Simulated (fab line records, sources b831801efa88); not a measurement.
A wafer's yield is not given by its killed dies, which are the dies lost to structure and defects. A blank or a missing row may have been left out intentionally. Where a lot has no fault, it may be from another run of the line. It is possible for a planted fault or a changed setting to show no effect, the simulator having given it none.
Chamber matching | flow sky130 | SKY_CAP2M_CVD_00 on pecvd-01 has 3 sister chambers
The step deposits SiO2, target thk 15.5 nm. 3 wafers are shown with their chamber, then 8 later ones without.

== WAFERS PAIRED WITH THEIR CHAMBERS ==
wafer  | chamber | heaterPowerW (W)
L085.5 | 0       | 650
L084.5 | 2       | 548
L088.3 | 1       | 652

== WAFERS WHOSE CHAMBER IS MISSING ==
wafer  | heaterPowerW (W)
L088.4 | 603
L088.5 | 619
L093.3 | 608
L093.4 | 615
L093.5 | 506
L097.1 | 633
L097.3 | 628
L097.4 | 619

== EACH ONE'S CHAMBER ==
wafer  | from the rows above          | in truth
L088.4 | can't be placed: 0 or 1 or 2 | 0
L088.5 | can't be placed: 0 or 1 or 2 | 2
L093.3 | can't be placed: 0 or 1 or 2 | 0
L093.4 | can't be placed: 0 or 1 or 2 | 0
L093.5 | 2                            | 2
L097.1 | can't be placed: 0 or 1 or 2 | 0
L097.3 | can't be placed: 0 or 1 or 2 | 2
L097.4 | can't be placed: 0 or 1 or 2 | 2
Correct placement for 1 of the 8. Unplaceable from these rows: 7, with the true chamber sitting among the candidates in 7. Number placed wrongly: 0.
How it was worked out, from the rows above alone: a wafer's distance from a chamber is the root of the sum, over the readings, of the square of ((its reading less the chamber's mean) divided by the reading's scatter). If the next closest chamber is less than 2 further off than the closest, the wafer can't be placed; otherwise it belongs to the closest. A chamber's mean is the mean of its shown wafers. The scatter: root of mean squared gap, hidden wafer to nearest shown wafer, with one shown wafer a chamber.
